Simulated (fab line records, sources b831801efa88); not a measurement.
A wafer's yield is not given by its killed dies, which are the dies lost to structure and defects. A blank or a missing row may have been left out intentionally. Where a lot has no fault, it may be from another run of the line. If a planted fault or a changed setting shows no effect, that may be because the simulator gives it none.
Which tool was responsible? ; flow gf180mcu ; 39 wafers from 13 lots sampled at 4 of the route's 602 steps

## WHAT EACH GAUGE READ, for each wafer
GF_V2_THK_MEAS_01.
lot;measured;on;V2_CVD_00_THK (nm)
L552;day 19 12:16;film-metro-01;612 601 603
L553;day 19 21:02;film-metro-02;600 600 602
L554;day 20 09:00;film-metro-01;598 604 604
L555;day 20 12:14;film-metro-01;605 604 606
L556;day 20 14:56;film-metro-01;591 587 591
L558;day 21 06:32;film-metro-02;594 595 599
L561;day 22 16:33;film-metro-03;608 600 609
L563;day 23 09:07;film-metro-01;600 601 607
L571;day 25 22:04;film-metro-01;608 598 601
L572;day 26 04:37;film-metro-02;606 607 604
L573;day 26 10:51;film-metro-01;612 610 606
L574;day 26 20:43;film-metro-03;592 599 589
L575;day 27 00:26;film-metro-02;606 607 606

GF_M3_RS_MEAS_05: measurement is done with a four-point probe.
lot;measured;on;M3_ALCU_RS (ohm/sq)
L552;day 20 13:48;film-metro-03;0.0684 0.0692 0.0681
L553;day 20 23:20;film-metro-01;0.0699 0.0696 0.0691
L554;day 21 11:25;film-metro-01;0.0691 0.0703 0.0698
L555;day 21 14:22;film-metro-01;0.0691 0.0699 0.0690
L556;day 21 17:07;film-metro-04;0.0691 0.0691 0.0700
L558;day 22 08:26;film-metro-01;0.0678 0.0681 0.0681
L561;day 23 17:58;film-metro-01;0.0701 0.0705 0.0698
L563;day 24 09:14;film-metro-04;0.0688 0.0696 0.0686
L571;day 26 21:08;film-metro-04;0.0702 0.0703 0.0689
L572;day 27 03:10;film-metro-03;0.0693 0.0690 0.0697
L573;day 27 10:20;film-metro-03;0.0691 0.0689 0.0695
L574;day 27 19:38;film-metro-01;0.0706 0.0692 0.0712
L575;day 27 22:28;film-metro-03;0.0676 0.0686 0.0687

## WHAT TOOL EACH LOT RAN ON (gives the tool, then ch and the chambers of the sampled wafers, and finally the start)
lot;GF_M2_SPUTTER_00;GF_V2_CMP_26
L552;pvd-sputter-04, day 18 10:32;cmp-02 ch 0,2,3, day 20 13:20
L553;pvd-sputter-02, day 18 19:20;cmp-02 ch 0,1,3, day 20 22:49
L554;pvd-sputter-03, day 19 07:44;cmp-02 ch 0,1,3, day 21 10:59
L555;pvd-sputter-04, day 19 11:46;cmp-01 ch 1,3, day 21 13:53
L556;pvd-sputter-02, day 19 14:52;cmp-02 ch 0,1,3, day 21 16:36
L558;pvd-sputter-04, day 20 05:26;cmp-01 ch 0,1,3, day 22 08:00
L561;pvd-sputter-03, day 21 16:01;cmp-01 ch 0,1,2, day 23 17:26
L563;pvd-sputter-03, day 22 08:39;cmp-01 ch 0,3, day 24 08:42
L571;pvd-sputter-03, day 24 23:38;cmp-02 ch 0,2,3, day 26 20:35
L572;pvd-sputter-02, day 25 06:35;cmp-01 ch 0,1, day 27 02:39
L573;pvd-sputter-02, day 25 12:34;cmp-01 ch 0,3, day 27 09:47
L574;pvd-sputter-04, day 25 22:22;cmp-01 ch 2,3, day 27 19:06
L575;pvd-sputter-04, day 26 03:20;cmp-01 ch 0,1,3, day 27 21:58
- GF_M2_SPUTTER_00: material Ti, target thk 37.5 nm, time 150 s.
- GF_V2_CMP_26: polishes, stops on SiO2, t overpolish 15 s, target thk 0 nm.

## WHAT THE TOOLS THEMSELVES READ (means of the sampled wafers that have a number; where no wafer has one, the mark that the record gives instead)
GF_M2_SPUTTER_00.
lot;tool;substrate-temp-c (C);throttle-valve-pct (%)
L552;pvd-sputter-04;200.01;29.8
L553;pvd-sputter-02;200.00;30.5
L554;pvd-sputter-03;200.02;30.3
L555;pvd-sputter-04;200.05;29.7
L556;pvd-sputter-02;200.01;30.6
L558;pvd-sputter-04;200.14;31.2
L561;pvd-sputter-03;199.96;30.8
L563;pvd-sputter-03;200.01;30.9
L571;pvd-sputter-03;199.94;31.0
L572;pvd-sputter-02;200.01;30.5
L573;pvd-sputter-02;200.11;30.6
L574;pvd-sputter-04;200.09;29.9
L575;pvd-sputter-04;200.03;30.3

GF_V2_CMP_26.
lot;tool;edge-zone-pressure-frac;motor-current-A (A);overpolish-run-s (s);platen-rpm (rpm);time-to-endpoint-s (s)
L552;cmp-02;1.002;11.8;14.997;59.98;81
L553;cmp-02;0.997;11.5;15.000;60.02;84
L554;cmp-02;0.998;11.5;14.991;59.99;82
L555;cmp-01;1.000;12.5;14.998;59.97;82
L556;cmp-02;1.003;11.7;15.003;59.99;86
L558;cmp-01;0.999;11.2;14.998;59.98;87
L561;cmp-01;1.000;11.7;14.998;66.01;75
L563;cmp-01;1.006;10.3;15.005;65.96;76
L571;cmp-02;1.001;11.4;14.992;59.98;81
L572;cmp-01;0.999;10.8;15.000;60.00;80
L573;cmp-01;0.998;10.0;15.005;60.00;83
L574;cmp-01;1.003;11.1;15.010;60.03;84
L575;cmp-01;1.000;11.2;15.002;60.01;81

## THE ANSWER, worked out from the rows above alone
Rule: usual is defined by the lots themselves. Put in order of their means at a reading, lots are off if they are a third of the lots or fewer, leave a main group of 4 or more, and stand apart from it by a gap of 3 or more times the standard deviation of the main group's means; of several such gaps the widest counts. Not used: any main group whose means are identical at the precision the tables above print for the reading. A lot without any number at a reading at which 4 lots or more have one is off too. The other lots that the step has rows for count as sound. First the gauges in route order, then the tools' own readings, where a lot's mean is used as printed above. At the first step where some lot is off, the reading lying furthest off is the one used; lots without a number count as furthest.
Off at GF_V2_CMP_26 (platen-rpm): L561, L563. For the main group the mean is 60.00 rpm and the standard deviation 0.018.
If a tool, at that step or one of the process steps before it, ran each lot that is off and ran no sound lot following the first of them, it fits. None of those tried fits.

## WHAT WAS PUT IN BY THE SIMULATOR
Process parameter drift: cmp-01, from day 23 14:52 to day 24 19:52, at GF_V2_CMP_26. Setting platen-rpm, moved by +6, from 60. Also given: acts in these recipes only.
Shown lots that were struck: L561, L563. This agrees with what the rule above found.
